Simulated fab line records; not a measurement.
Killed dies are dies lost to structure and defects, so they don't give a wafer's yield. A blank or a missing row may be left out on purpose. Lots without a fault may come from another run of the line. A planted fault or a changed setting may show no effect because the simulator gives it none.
Which tool did it? + flow sky130 + 39 wafers from 13 lots sampled at 5 of the route's 708 steps

WHAT EACH GAUGE READ, for each wafer
The record lacks any reading of a measuring or inspecting step that a usual standard deviation could be used to judge.

WHAT TOOL EACH LOT RAN ON (gives the tool, then ch and the chambers of the sampled wafers, and finally the start)
| lot  | SKY_VIA2_CVD_21               | SKY_METAL3_SPUTTER_00        | SKY_METAL3_SPUTTER_02        | SKY_METAL3_SOFTBAKE_09            | SKY_PAD_OPEN_PROBE_99   |
|------|-------------------------------|------------------------------|------------------------------|-----------------------------------|-------------------------|
| L617 | cvd_w-02 ch 0,1, day 35 22:03 | pvd_sputter-04, day 35 22:40 | pvd_sputter-04, day 35 22:43 | litho_track-01 ch 0, day 37 14:00 | prober-02, day 45 11:44 |
| L618 | cvd_w-02 ch 0,1, day 36 01:31 | pvd_sputter-01, day 36 02:08 | pvd_sputter-01, day 36 02:10 | litho_track-01 ch 0, day 37 17:00 | prober-01, day 45 12:26 |
| L619 | cvd_w-02 ch 0,1, day 36 18:55 | pvd_sputter-01, day 36 19:33 | pvd_sputter-01, day 36 19:36 | litho_track-02 ch 0, day 38 11:00 | prober-02, day 46 02:20 |
| L620 | cvd_w-01 ch 0,1, day 36 21:06 | pvd_sputter-01, day 36 21:50 | pvd_sputter-01, day 36 21:53 | litho_track-01 ch 0, day 38 14:00 | prober-01, day 46 05:47 |
| L623 | cvd_w-01 ch 0,1, day 38 11:25 | pvd_sputter-03, day 38 12:01 | pvd_sputter-03, day 38 12:07 | litho_track-01 ch 0, day 40 03:00 | prober-02, day 47 11:49 |
| L625 | cvd_w-01 ch 0,1, day 39 05:04 | pvd_sputter-01, day 39 05:40 | pvd_sputter-01, day 39 05:43 | litho_track-02 ch 0, day 40 18:00 | prober-02, day 47 20:34 |
| L626 | cvd_w-02 ch 0,1, day 39 09:10 | pvd_sputter-01, day 39 09:47 | pvd_sputter-01, day 39 09:50 | litho_track-01 ch 0, day 40 23:00 | prober-01, day 48 05:15 |
| L630 | cvd_w-01 ch 0,1, day 40 17:13 | pvd_sputter-01, day 40 17:49 | pvd_sputter-01, day 40 17:52 | litho_track-04 ch 0, day 42 06:00 | prober-02, day 49 02:46 |
| L629 | cvd_w-02 ch 0, day 40 18:38   | pvd_sputter-01, day 40 19:23 | pvd_sputter-01, day 40 19:26 | litho_track-02 ch 0, day 42 08:00 | prober-01, day 49 02:43 |
| L633 | cvd_w-02 ch 0, day 41 07:01   | pvd_sputter-01, day 41 07:45 | pvd_sputter-01, day 41 07:48 | litho_track-04 ch 0, day 42 18:00 | prober-02, day 49 15:24 |
| L636 | cvd_w-02 ch 0,1, day 41 23:49 | pvd_sputter-03, day 42 00:23 | pvd_sputter-03, day 42 00:26 | litho_track-01 ch 0, day 43 10:00 | prober-02, day 50 02:11 |
| L638 | cvd_w-01 ch 0,1, day 42 12:29 | pvd_sputter-03, day 42 13:06 | pvd_sputter-03, day 42 13:09 | litho_track-01 ch 0, day 44 00:00 | prober-01, day 50 12:47 |
| L640 | cvd_w-01 ch 0,1, day 43 00:14 | pvd_sputter-04, day 43 00:51 | pvd_sputter-04, day 43 00:54 | litho_track-01 ch 0, day 44 11:00 | prober-01, day 50 19:04 |
- SKY_VIA2_CVD_21: deposits W, target thk 420 nm, time 126.4 s.
- SKY_METAL3_SPUTTER_00: material Ti, target thk 15 nm, time 10 s.
- SKY_METAL3_SPUTTER_02: material AlCu, target thk 735 nm, time 39.1 s.
- SKY_METAL3_SOFTBAKE_09: time 90 s.
- SKY_PAD_OPEN_PROBE_99

WHAT THE TOOLS THEMSELVES READ (means of the sampled wafers that have a number; where no wafer has one, the mark that the record gives instead)
SKY_VIA2_CVD_21. Usual: heater_power_outer_w 513 W, standard deviation 44; heater_power_w 862 W, standard deviation 89.
| lot  | tool     | heater_power_outer_w (W) | heater_power_w (W) | flag |
|------|----------|--------------------------|--------------------|------|
| L617 | cvd_w-02 | 526                      | 864                |      |
| L618 | cvd_w-02 | 519                      | 855                |      |
| L619 | cvd_w-02 | 500                      | 814                |      |
| L620 | cvd_w-01 | 529                      | 910                |      |
| L623 | cvd_w-01 | 547                      | 939                |      |
| L625 | cvd_w-01 | 534                      | 915                |      |
| L626 | cvd_w-02 | 466                      | 760                |      |
| L630 | cvd_w-01 | 559                      | 921                |      |
| L629 | cvd_w-02 | 442                      | 712                |      |
| L633 | cvd_w-02 | 449                      | 711                |      |
| L636 | cvd_w-02 | 496                      | 819                |      |
| L638 | cvd_w-01 | 550                      | 930                |      |
| L640 | cvd_w-01 | 552                      | 945                |      |

SKY_METAL3_SPUTTER_00. Usual: throttle_valve_pct reads 29.4 % (standard deviation 0.93).
| lot  | tool           | throttle_valve_pct (%) | flag |
|------|----------------|------------------------|------|
| L617 | pvd_sputter-04 | 29.2                   |      |
| L618 | pvd_sputter-01 | 29.5                   |      |
| L619 | pvd_sputter-01 | 29.8                   |      |
| L620 | pvd_sputter-01 | 29.9                   |      |
| L623 | pvd_sputter-03 | 28.9                   |      |
| L625 | pvd_sputter-01 | 30.3                   |      |
| L626 | pvd_sputter-01 | 29.9                   |      |
| L630 | pvd_sputter-01 | 30.1                   |      |
| L629 | pvd_sputter-01 | 30.2                   |      |
| L633 | pvd_sputter-01 | 29.8                   |      |
| L636 | pvd_sputter-03 | 28.6                   |      |
| L638 | pvd_sputter-03 | 28.9                   |      |
| L640 | pvd_sputter-04 | 29.2                   |      |

SKY_METAL3_SPUTTER_02. Usual: throttle_valve_pct reads 29.4 % (standard deviation 0.95).
| lot  | tool           | throttle_valve_pct (%) | flag |
|------|----------------|------------------------|------|
| L617 | pvd_sputter-04 | 29.2                   |      |
| L618 | pvd_sputter-01 | 29.5                   |      |
| L619 | pvd_sputter-01 | 29.9                   |      |
| L620 | pvd_sputter-01 | 29.9                   |      |
| L623 | pvd_sputter-03 | 28.8                   |      |
| L625 | pvd_sputter-01 | 30.1                   |      |
| L626 | pvd_sputter-01 | 30.0                   |      |
| L630 | pvd_sputter-01 | 30.2                   |      |
| L629 | pvd_sputter-01 | 30.2                   |      |
| L633 | pvd_sputter-01 | 29.9                   |      |
| L636 | pvd_sputter-03 | 28.9                   |      |
| L638 | pvd_sputter-03 | 28.8                   |      |
| L640 | pvd_sputter-04 | 29.3                   |      |

SKY_METAL3_SOFTBAKE_09. Usual: run_length_s reads 119.12 s (standard deviation 0.17).
| lot  | tool           | run_length_s (s) | flag |
|------|----------------|------------------|------|
| L617 | litho_track-01 | 119.05           |      |
| L618 | litho_track-01 | 119.01           |      |
| L619 | litho_track-02 | 119.24           |      |
| L620 | litho_track-01 | 119.02           |      |
| L623 | litho_track-01 | 119.04           |      |
| L625 | litho_track-02 | 128.19           | OFF  |
| L626 | litho_track-01 | 119.04           |      |
| L630 | litho_track-04 | 119.04           |      |
| L629 | litho_track-02 | 128.10           | OFF  |
| L633 | litho_track-04 | 119.17           |      |
| L636 | litho_track-01 | 118.99           |      |
| L638 | litho_track-01 | 118.84           |      |
| L640 | litho_track-01 | 118.94           |      |

SKY_PAD_OPEN_PROBE_99. Usual: defect_limited_yield 82.5 %, standard deviation 1.9; killed_at_M0_to_M3 44, standard deviation 7.3; killed_at_M4_up 3.1, standard deviation 1.9; killed_at_contacts 24, standard deviation 5.3; killed_at_front_end 15, standard deviation 4; killed_at_other 0.4, standard deviation 0.6; killed_dies 86, standard deviation 9.2; killed_open 47, standard deviation 6.9; killed_short 39, standard deviation 6.9; sort_bin_3_pad_short 0.8 %, standard deviation 0.41; sort_bin_5_function 10.6 %, standard deviation 1.5; sort_bin_6_memory 6.1 %, standard deviation 1.1; sort_n_pass 406, standard deviation 9.2; sort_yield_pct 82.5 %, standard deviation 1.9.
| lot  | tool      | defect_limited_yield (%) | killed_at_M0_to_M3 | killed_at_M4_up | killed_at_contacts | killed_at_front_end | killed_at_other | killed_dies | killed_open | killed_short | sort_bin_3_pad_short (%) | sort_bin_5_function (%) | sort_bin_6_memory (%) | sort_n_pass | sort_yield_pct (%) | flag |
|------|-----------|--------------------------|--------------------|-----------------|--------------------|---------------------|-----------------|-------------|-------------|--------------|--------------------------|-------------------------|-----------------------|-------------|--------------------|------|
| L617 | prober-02 | 80.8                     | 51                 | 4.3             | 22                 | 16                  | 0.7             | 94          | 47          | 47           | 0.7                      | 11.1                    | 7.4                   | 398         | 80.8               |      |
| L618 | prober-01 | 83.1                     | 42                 | 3.3             | 20                 | 17                  | 0.3             | 83          | 46          | 37           | 0.9                      | 11.1                    | 4.9                   | 409         | 83.1               |      |
| L619 | prober-02 | 83.1                     | 43                 | 3.3             | 21                 | 15                  | 0.3             | 83          | 44          | 39           | 0.7                      | 9.7                     | 6.5                   | 409         | 83.1               |      |
| L620 | prober-01 | 83.4                     | 44                 | 3.3             | 19                 | 15                  | 0.7             | 82          | 45          | 36           | 0.9                      | 8.9                     | 6.8                   | 410         | 83.4               |      |
| L623 | prober-02 | 82.4                     | 44                 | 5.0             | 23                 | 14                  | 0.3             | 87          | 47          | 40           | 0.6                      | 12.1                    | 4.9                   | 405         | 82.4               |      |
| L625 | prober-02 | 82.2                     | 38                 | 2.3             | 30                 | 17                  | 0.0             | 87          | 45          | 42           | 1.0                      | 11.0                    | 5.8                   | 405         | 82.2               |      |
| L626 | prober-01 | 79.8                     | 51                 | 2.3             | 28                 | 18                  | 0.3             | 99          | 51          | 48           | 1.1                      | 12.1                    | 6.9                   | 393         | 79.8               |      |
| L630 | prober-02 | 84.2                     | 40                 | 4.3             | 20                 | 13                  | 0.0             | 78          | 42          | 36           | 0.7                      | 9.7                     | 5.4                   | 414         | 84.2               |      |
| L629 | prober-01 | 83.2                     | 43                 | 2.7             | 22                 | 14                  | 0.3             | 83          | 44          | 38           | 0.9                      | 9.9                     | 6.0                   | 409         | 83.2               |      |
| L633 | prober-02 | 82.8                     | 44                 | 1.7             | 26                 | 13                  | 0.3             | 85          | 52          | 33           | 0.5                      | 10.1                    | 6.6                   | 407         | 82.8               |      |
| L636 | prober-02 | 84.2                     | 44                 | 2.7             | 20                 | 10                  | 0.0             | 78          | 46          | 31           | 0.7                      | 8.9                     | 6.2                   | 414         | 84.2               |      |
| L638 | prober-01 | 83.0                     | 42                 | 4.0             | 26                 | 11                  | 0.3             | 84          | 43          | 39           | 1.0                      | 10.0                    | 6.0                   | 408         | 83.0               |      |
| L640 | prober-01 | 81.0                     | 46                 | 4.0             | 27                 | 16                  | 0.7             | 93          | 52          | 39           | 0.5                      | 11.4                    | 7.0                   | 399         | 81.0               |      |

THE ANSWER, worked out from the rows above alone
Rule: lot off if the mean of its wafers having a number is beyond 3 standard deviations from the usual mean. A lot without any number at a reading at which 4 lots or more have one is off too. Where the step has rows for the other lots, those lots are counted as sound. First the gauges in route order, then the tools' own readings, where a lot's mean is used as printed above. The first step at which some lot is off is used, and at that step the reading that is off furthest; a lot without a number counts as furthest.
Off: L625, L629, at SKY_METAL3_SOFTBAKE_09 (run_length_s).
A tool fits if, at that step or a process step before it, it ran every lot that is off, and no sound lot after the first of them. One candidate fits, namely litho_track-02 at SKY_METAL3_SOFTBAKE_09. A fault onset in the window from L619 (day 38 11:00, its last sound lot) to L625 (day 40 18:00, its first lot off) fits.
On the lots that are off, the tool's own readings at SKY_METAL3_SOFTBAKE_09 differ by more than 5 times the standard deviation of the sound lots' means, which bears it out; run_length_s reads 128.14 s there versus 119.03 s on the sound lots.

WHAT THE SIMULATOR PUT IN
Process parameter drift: litho_track-02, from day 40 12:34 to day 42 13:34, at SKY_METAL3_SOFTBAKE_09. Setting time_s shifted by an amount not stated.
Lots struck among those shown: L625, L629. The rule above found the same.
